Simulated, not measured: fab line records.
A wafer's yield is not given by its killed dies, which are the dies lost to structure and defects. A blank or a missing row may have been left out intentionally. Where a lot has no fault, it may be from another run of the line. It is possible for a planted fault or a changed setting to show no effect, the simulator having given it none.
Matching of chambers	flow sfq-line	rie-diel-03 running SFQ_TRILAYER_C5_ETCH_VIA_ETCH_154: 4 sister chambers
The step etches SiO2 in CHF3, stops on Nb, target depth 84 nm. 4 wafers are shown with their chamber, then 8 later ones without.

WAFERS PAIRED WITH THEIR CHAMBERS
wafer	chamber	drypump-motor-current-A (A)
L884.1	3	6.4
L890.2	0	6.1
L890.5	1	6.2
L894.2	2	5.8

WAFERS WHOSE CHAMBER IS MISSING
wafer	drypump-motor-current-A (A)
L894.3	6.3
L894.4	6.2
L895.2	6.3
L895.5	6.3
L895.6	5.9
L896.1	5.8
L896.3	6.2
L896.4	6.1

THE CHAMBER EACH PASSED THROUGH
wafer	from the rows above	in truth
L894.3	can't be placed: 1 or 3 or 0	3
L894.4	can't be placed: 1 or 0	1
L895.2	can't be placed: 1 or 3 or 0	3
L895.5	can't be placed: 1 or 3 or 0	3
L895.6	can't be placed: 2 or 0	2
L896.1	2	2
L896.3	can't be placed: 1 or 0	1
L896.4	can't be placed: 0 or 1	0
Placed correctly: 1 of 8. Cannot be placed on the basis of these rows: 7; the candidates contain the true chamber in 7. Number placed wrongly: 0.
How it was worked out, from the rows above alone: a wafer's distance from a chamber is the root of the sum, over the readings, of the square of ((its reading less the chamber's mean) divided by the reading's scatter). If the next closest chamber is less than 2 further off than the closest, the wafer can't be placed; otherwise it belongs to the closest. The mean given for a chamber averages the wafers shown for that chamber. The scatter: with one shown wafer a chamber, the root of the mean of the squares of how far each hidden wafer lies from its nearest shown one.
